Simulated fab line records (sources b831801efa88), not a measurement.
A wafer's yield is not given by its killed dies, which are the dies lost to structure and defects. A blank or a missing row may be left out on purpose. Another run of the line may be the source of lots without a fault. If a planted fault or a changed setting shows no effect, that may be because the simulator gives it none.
Which tool was responsible?	flow gf180mcu	Sampling: 14 lots, 42 wafers, 4 of 602 route steps

== WHAT EACH GAUGE READ, for each wafer ==
GF_V1_OVL_MEAS_15.
lot	measured	on	V1_OVL (nm)
L151	day 18 17:53	overlay-01	-3 5 7
L150	day 18 20:19	overlay-02	8 3 -5
L152	day 19 15:18	overlay-01	-2 -2 -9
L153	day 20 04:21	overlay-02	4 2 0
L155	day 21 01:41	overlay-02	-3 -6 -11
L157	day 21 12:19	overlay-01	2 -6 -3
L159	day 22 06:34	overlay-01	3 1 3
L160	day 22 14:19	overlay-01	-5 -8 -4
L164	day 23 18:28	overlay-02	6 5 9
L167	day 24 15:55	overlay-02	-12 -1 3
L168	day 24 19:31	overlay-02	-1 2 -3
L170	day 25 08:43	overlay-02	-6 -6 0
L171	day 25 19:34	overlay-01	-8 -7 -2
L172	day 26 03:28	overlay-02	-7 10 2

GF_V2_THK_MEAS_01.
lot	measured	on	V2_CVD_00_THK (nm)
L151	day 19 20:41	filmMetro-04	605 609 605
L150	day 19 22:23	filmMetro-02	596 597 604
L152	day 20 18:35	filmMetro-02	596 594 591
L153	day 21 06:38	filmMetro-01	600 599 603
L155	day 22 04:00	filmMetro-04	600 608 603
L157	day 22 14:25	filmMetro-04	609 607 610
L159	day 23 07:38	filmMetro-04	595 587 597
L160	day 23 16:08	filmMetro-02	590 601 597
L164	day 24 19:19	filmMetro-02	594 594 594
L167	day 25 16:13	filmMetro-02	601 604 605
L168	day 25 19:21	filmMetro-02	586 585 589
L170	day 26 08:07	filmMetro-01	601 608 606
L171	day 26 18:10	filmMetro-04	596 591 597
L172	day 27 02:08	filmMetro-02	605 596 604

== EACH LOT AND THE TOOL THAT RAN IT (in order: tool; ch and the chambers of the sampled wafers; start) ==
lot	GF_HV_LDD_IMPLANT_36	GF_M2_SPUTTER_00
L151	implanter-02 ch 0, day 12 02:14	pvdSputter-04, day 18 19:23
L150	implanter-04 ch 0, day 12 02:29	pvdSputter-02, day 18 21:49
L152	implanter-01 ch 0, day 12 19:52	pvdSputter-04, day 19 16:42
L153	implanter-01 ch 0, day 13 05:56	pvdSputter-02, day 20 05:45
L155	implanter-01 ch 0, day 13 23:47	pvdSputter-03, day 21 03:05
L157	implanter-02 ch 0, day 14 09:17	pvdSputter-03, day 21 13:43
L159	implanter-01 ch 0, day 15 00:11	pvdSputter-02, day 22 07:58
L160	implanter-04 ch 0, day 15 08:04	pvdSputter-04, day 22 16:03
L164	implanter-02 ch 0, day 16 13:02	pvdSputter-02, day 23 20:07
L167	implanter-04 ch 0, day 17 08:39	pvdSputter-04, day 24 17:38
L168	implanter-04 ch 0, day 17 15:47	pvdSputter-04, day 24 21:18
L170	implanter-02 ch 0, day 18 07:59	pvdSputter-02, day 25 10:07
L171	implanter-02 ch 0, day 18 16:42	pvdSputter-04, day 25 20:59
L172	implanter-02 ch 0, day 18 23:54	pvdSputter-03, day 26 04:52
- GF_HV_LDD_IMPLANT_36
- GF_M2_SPUTTER_00: material Ti, target thk 37.5 nm, time 150 s.

== AS READ BY THE TOOLS THEMSELVES (means over the sampled wafers that have a number; for cases with no such wafer, the mark the record gives instead) ==
GF_HV_LDD_IMPLANT_36.
lot	tool	beamEnergyKeV
L151	implanter-02	59.984
L150	implanter-04	59.984
L152	implanter-01	60.021
L153	implanter-01	59.993
L155	implanter-01	60.018
L157	implanter-02	59.989
L159	implanter-01	59.997
L160	implanter-04	60.012
L164	implanter-02	59.986
L167	implanter-04	57.812
L168	implanter-04	57.815
L170	implanter-02	60.006
L171	implanter-02	60.020
L172	implanter-02	60.017

GF_M2_SPUTTER_00.
lot	tool	throttleValvePct (%)
L151	pvdSputter-04	31.3
L150	pvdSputter-02	29.3
L152	pvdSputter-04	30.8
L153	pvdSputter-02	29.4
L155	pvdSputter-03	29.8
L157	pvdSputter-03	31.2
L159	pvdSputter-02	30.1
L160	pvdSputter-04	31.5
L164	pvdSputter-02	29.2
L167	pvdSputter-04	31.2
L168	pvdSputter-04	31.2
L170	pvdSputter-02	29.3
L171	pvdSputter-04	31.0
L172	pvdSputter-03	30.7

== THE ANSWER, worked out from the rows above alone ==
Rule: the lots themselves supply what counts as usual. The widest of any qualifying gaps counts: lots, ordered by their means at a reading, are off when they make up no more than a third of the lots, leave a main group of 4 or more, and stand apart from it by 3 or more times the standard deviation of that group's means. If all means in a main group match to the digits the tables above print for the reading, that group is not used. Also off: a lot with no number at a reading for which 4 or more lots have one. The other lots that the step has rows for count as sound. Order of review: gauges by route order, followed by the tools' own readings, for which a lot's mean as printed above is used. The first step at which some lot is off is used, and at that step the reading that is off furthest; a lot without a number counts as furthest.
Off: L167, L168, at GF_HV_LDD_IMPLANT_36 (beamEnergyKeV). The main group: mean 60.002, standard deviation 0.014.
A tool fits if, at that step or a process step before it, it ran every lot that is off, and no sound lot after the first of them. One candidate fits, namely implanter-04 at GF_HV_LDD_IMPLANT_36. Its last sound lot is L160 (day 15 08:04), its first lot that is off L167 (day 17 08:39): a fault that began between those two fits.
On the lots that are off, the tool's own readings at GF_HV_LDD_IMPLANT_36 differ by more than 5 times the standard deviation of the sound lots' means, which bears it out; beamEnergyKeV reads 57.813 there versus 60.002 on the sound lots.

== WHAT THE SIMULATOR HAD PUT IN ==
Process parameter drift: implanter-04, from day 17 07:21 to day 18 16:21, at GF_HV_LDD_IMPLANT_36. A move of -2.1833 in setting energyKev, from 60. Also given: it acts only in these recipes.
Shown lots that were struck: L167, L168. The rule above found the same.
